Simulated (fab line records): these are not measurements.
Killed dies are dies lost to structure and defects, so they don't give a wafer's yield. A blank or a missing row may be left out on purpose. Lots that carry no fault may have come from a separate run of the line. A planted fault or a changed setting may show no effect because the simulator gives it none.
Comparing a struck lot with a sound one / flow sky130 / 16 out of 708 route steps
Sound: wafers L696.1, L696.3, L696.5. Wafers L709.2, L709.3, L709.6 were the ones struck. At the end, the cause is stated.
Per side, at each step with rows, come the tool, then ch with its chambers, and then its first start. Under that, the readings that differ: sound wafers / struck wafers / difference of the means / sigmas: that difference in standard deviations of wafers without a fault.
alike: a reading whose means differ by less than 2 such deviations, as well as words and numbers matching on both sides. not compared: withheld readings; readings where some wafer has no value; bounds like >300 that might hide an equal value; numbers whose values overlap and for which the record gives no deviation.
A row with sigmas, a row that says differs or no value, or rows on one side alone: a step with any of these is where the two part. Non-overlapping numbers with no deviation appear without sigmas and do not part them. A reading missing from all wafers of one side parts the sides only when that side holds two or more wafers.

SKY_CAP2M_THK_MEAS_01:
  sound on film_metro-04 at day 41 18:10; struck on film_metro-01 at day 45 01:37
  alike: CAP2M_CVD_00_THK
SKY_CAP2M_SPUTTER_02: material TiN, target thk 200 nm, time 166.7 s.
  sound on pvd_sputter-01 at day 41 18:14; struck on pvd_sputter-04 at day 45 01:40
  alike: throttle_valve_pct
SKY_CAP2M_RS_MEAS_03: the measuring method here is four-point-probe.
  sound on film_metro-01 at day 41 18:20; struck on film_metro-04 at day 45 01:47
reading=CAP2M_TIN_RS (ohm/sq); sound=6.84 6.88 6.85; struck=6.97 7.05 7.00; difference=+0.15; sigmas=+2
SKY_CAP2M_THK_MEAS_04: measures by xrf.
  sound on film_metro-01 at day 41 18:28; struck on film_metro-04 at day 45 01:54
reading=CAP2M_TIN_THK (nm); sound=202.0 201.3 202.1; struck=198.6 197.0 197.7; difference=-4.0; sigmas=-2
then, 7 steps without rows for these wafers: SKY_CAP2M_DEHYDRATE_05 (time 60 s); SKY_CAP2M_HMDS_06 (prime time 60 s); SKY_CAP2M_COAT_07 (resist thk 1140 nm); SKY_CAP2M_SOFTBAKE_08 (time 60 s); SKY_CAP2M_EXPOSE_09 (exposes mask CAP2M, target cd 1000 nm); SKY_CAP2M_PEB_10; SKY_CAP2M_DEVELOP_11 (develop time 60 s).
SKY_CAP2M_OVL_MEAS_12:
  sound on overlay-02 at day 42 18:10; struck on overlay-02 at day 45 21:59
reading=CAP2M_OVL (nm); sound=-2.0 -0.9 -2.2; struck=1.7 0.9 1.7; difference=+3.1; sigmas=+2
SKY_CAP2M_METAL_ETCH_13: etches TiN in Cl2/BCl3, stops on SiO2, target depth 220 nm, time 62.9 s.
  sound on rie_metal-01 ch 0,1, day 42 18:13; struck on rie_metal-02 ch 0,1, day 45 22:01
  no value came back on the struck wafers for any of 5 readings (bcl3_flow_sccm (sccm), bias_w (W) and others); on the sound wafers bcl3_flow_sccm (sccm) reads 30.12 30.03 30.14
reading=model.NOVOLAK_of_CAP2M_COAT_07.thk_nm (nm); sound=990.5 999.1 988.2; struck=1141 1140 1144; difference=+149; sigmas=
  not compared: rf_hours_counter_h
SKY_CAP2M_STRIP_14: strips in O2/N2.
  sound on plasma_asher-02 ch 0,1, day 42 18:17; struck on plasma_asher-04 ch 0,1, day 45 22:05
reading=strip_time_to_endpoint_s (s); sound=12.63 12.70 12.59; struck=14.19 14.16 14.24; difference=+1.56; sigmas=+36
  alike: drypump_motor_current_A, o2_flow_sccm, oes_product_au
  not compared: rf_hours_counter_h
then, 1 step without rows for these wafers: SKY_CAP2M_STRIP_15 (strips in post etch residue remover, time 1200 s).
-- the record jumps here: 4 days lie between the struck wafers' starts before and after (it left off in module CAP2M and takes up again in module PAD_OPEN, whose first step shown is number 708 of the route) --
SKY_PAD_OPEN_PROBE_99:
  sound on prober-01 at day 47 11:32; struck on prober-02 at day 50 02:49
reading=defect_limited_yield (%); sound=81.7 79.3 84.1; struck=0 0 0; difference=-82; sigmas=-48
reading=killed_at_other; sound=1 3 1; struck=409 404 415; difference=+408; sigmas=+99 or more
reading=killed_dies; sound=90 102 78; struck=492 492 492; difference=+402; sigmas=+47
reading=killed_on_rim; sound=17 20 11; struck=96 96 96; difference=+80; sigmas=+21
reading=sort_bin_5_function (%); sound=11.8 13.6 9.1; struck=93.9 91.9 92.7; difference=+81.3; sigmas=+51
reading=sort_n_pass; sound=402 390 414; struck=0 0 0; difference=-402; sigmas=-47
reading=sort_yield_pct (%); sound=81.7 79.3 84.1; struck=0 0 0; difference=-82; sigmas=-48
  alike: killed_at_M0_to_M3, killed_at_M4_up, killed_at_contacts, killed_at_front_end, killed_open, killed_short, sort_bin_3_pad_short, sort_bin_6_memory

## WHERE THEY PART
First at SKY_CAP2M_RS_MEAS_03; last, within this record, at SKY_PAD_OPEN_PROBE_99.

WHY: whatever the simulator had introduced
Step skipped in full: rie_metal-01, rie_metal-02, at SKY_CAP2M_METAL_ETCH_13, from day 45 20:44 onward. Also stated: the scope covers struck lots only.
